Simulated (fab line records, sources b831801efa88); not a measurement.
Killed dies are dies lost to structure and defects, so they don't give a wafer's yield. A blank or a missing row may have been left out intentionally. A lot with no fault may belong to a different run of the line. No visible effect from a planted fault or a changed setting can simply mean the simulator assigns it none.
A lot that was struck, set against a sound lot -- flow sky130 -- 18 steps out of a route of 708
Sound: wafers L754.2, L754.4, L754.6. Struck: wafers L765.1, L765.4. The cause is named last.
Per side, at each step with rows, come the tool, then ch with its chambers, and then its first start. Under that, the readings that differ: sound wafers -- struck wafers -- difference of the means -- sigmas: that difference in standard deviations of wafers without a fault.
alike: readings with means less than 2 such deviations apart, plus words and numbers identical on both sides. not compared: withheld readings, readings lacking a value on some wafer, bounds such as >300 that could conceal the same value, and numbers that have no deviation in the record and whose values overlap.
The two part at a step that has a row with sigmas, a row that says differs or no value, or rows on one side only. When numbers do not overlap yet have no deviation, they are printed without sigmas and do not part them. Lack of a reading on every wafer of one side parts them only where that side has two or more wafers.

SKY_CONTACT_ETCH_18: etches Si3N4 in CHF3/O2, stops on TiN, time 39 s, target depth 75 nm.
  sound: rieDiel-02 ch 1,2,3; struck: rieDiel-02 ch 0,3
  alike: drypumpMotorCurrentA, oesProductAu, throttleValvePct
  not compared: rfHoursCounterH
SKY_CONTACT_STRIP_19: strips in O2/N2.
  sound on plasmaAsher-03 ch 0,1, day 32 05:41; struck on plasmaAsher-04 ch 1, day 35 20:29
  alike: drypumpMotorCurrentA, oesProductAu, stripTimeToEndpointS
  not compared: rfHoursCounterH
then, 5 steps without rows for these wafers: SKY_CONTACT_STRIP_20 (strips in post etch residue remover, time 1200 s); SKY_CONTACT_CLEAN_21 (cleans in IPA, time 180 s); SKY_CONTACT_CLEAN_22 (cleans in O3/DIW); SKY_CONTACT_SPUTTER_23 (material TiN, target thk 20 nm, time 80 s); SKY_CONTACT_CVD_24 (deposits W, target thk 340 nm, time 102.12 s).
SKY_CONTACT_RS_MEAS_25: the measuring method here is four-point-probe.
  struck on filmMetro-03, day 35 21:15; sound on filmMetro-01, day 32 06:29
  alike: CONTACT_W_RS
SKY_CONTACT_THK_MEAS_26: measures by xrf.
  struck on filmMetro-03, day 35 21:22; sound on filmMetro-01, day 32 06:35
  alike: CONTACT_W_THK
SKY_CONTACT_CMP_27: polishes, stops on SiO2, t overpolish 15 s, target thk 0 nm.
  sound on cmp-02 ch 2,3, day 32 06:38; struck on cmp-02 ch 0,1, day 35 21:35
reading,sound,struck,difference,sigmas
overpolishRunS (s),14.996 15.007 15.002,14.978 14.979,-0.023,-3
timeToEndpointS (s),76 73 73,81 87,+10,+2
  alike: headPressurePsi, motorCurrentA
SKY_METAL1_SPUTTER_00: material Ti, target thk 15 nm, time 10 s.
  struck on pvdSputter-04, day 35 21:47; sound on pvdSputter-01, day 32 06:56
  alike: cathodeDcPowerW, throttleValvePct
then, 1 step without rows for these wafers: SKY_METAL1_SPUTTER_01 (material TiN, target thk 20 nm, time 16.7 s).
SKY_METAL1_SPUTTER_02: material AlCu, target thk 250 nm, time 13.3 s.
  struck on pvdSputter-04, day 35 21:50; sound on pvdSputter-01, day 32 06:59
reading,sound,struck,difference,sigmas
model.AlCu_of_METAL1_SPUTTER_02.thkNm (nm),249.4 250.4 249.1,275.2 273.5,+24.7,
  alike: cathodeDcPowerW, throttleValvePct
SKY_METAL1_SPUTTER_03: material Ti, target thk 5 nm, time 3.3 s.
  struck on pvdSputter-04, day 35 21:52; sound on pvdSputter-01, day 32 07:01
  alike: cathodeDcPowerW, throttleValvePct
then, 1 step without rows for these wafers: SKY_METAL1_SPUTTER_04 (material TiN, target thk 70 nm, time 58.3 s).
SKY_METAL1_RS_MEAS_05: the measuring method here is four-point-probe.
  struck on filmMetro-01, day 35 22:13; sound on filmMetro-01, day 32 07:06
reading,sound,struck,difference,sigmas
METAL1_ALCU_RS (ohm/sq),0.1274 0.1269 0.1273,0.1153 0.1157,-0.0117,-7
  not compared: hold
SKY_METAL1_THK_MEAS_06: measures by xrf.
  struck on filmMetro-01, day 36 02:11; sound on filmMetro-01, day 32 07:13
reading,sound,struck,difference,sigmas
METAL1_ALCU_THK (nm),248 248 248,272 272,+24,+6
  not compared: hold
-- the record jumps here: 13 days lie between the struck wafers' starts before and after (it left off in module METAL1 and takes up again in module PAD_OPEN, whose first step shown is number 708 of the route) --
SKY_PAD_OPEN_PROBE_99:
  struck on prober-02, day 49 03:58; sound on prober-01, day 46 08:38
reading,sound,struck,difference,sigmas
defectLimitedYield (%),79.7 78.0 75.2,83.7 84.6,+6.5,+3
killedAtContacts,29 35 34,16 9,-20,-4
killedDies,100 108 122,80 76,-32,-3
killedOpen,55 54 65,46 28,-21,-3
sort_bin_5_function (%),13.0 11.0 14.4,9.6 9.8,-3.1,-2
sort_bin_6_memory (%),6.3 8.9 8.9,5.9 4.7,-2.7,-2
sortNPass,392 384 370,412 416,+32,+3
sortYieldPct (%),79.7 78.0 75.2,83.7 84.6,+6.5,+3
model.etest.met1.lineOhmUm,0.9183 0.9193 0.9232,0.8085 0.8694,-0.0813,
model.etest.met1.rsOhmSq,0.1286 0.1294 0.1277,0.1159 0.1182,-0.0115,
  alike: killed_at_M0_to_M3, killed_at_M4_up, killedAtFrontEnd, killedAtOther, killedShort, sort_bin_3_pad_short

WHERE THEY PART
Earliest at SKY_CONTACT_CMP_27; latest, in this record, at SKY_PAD_OPEN_PROBE_99.

WHY: what the simulator had put in
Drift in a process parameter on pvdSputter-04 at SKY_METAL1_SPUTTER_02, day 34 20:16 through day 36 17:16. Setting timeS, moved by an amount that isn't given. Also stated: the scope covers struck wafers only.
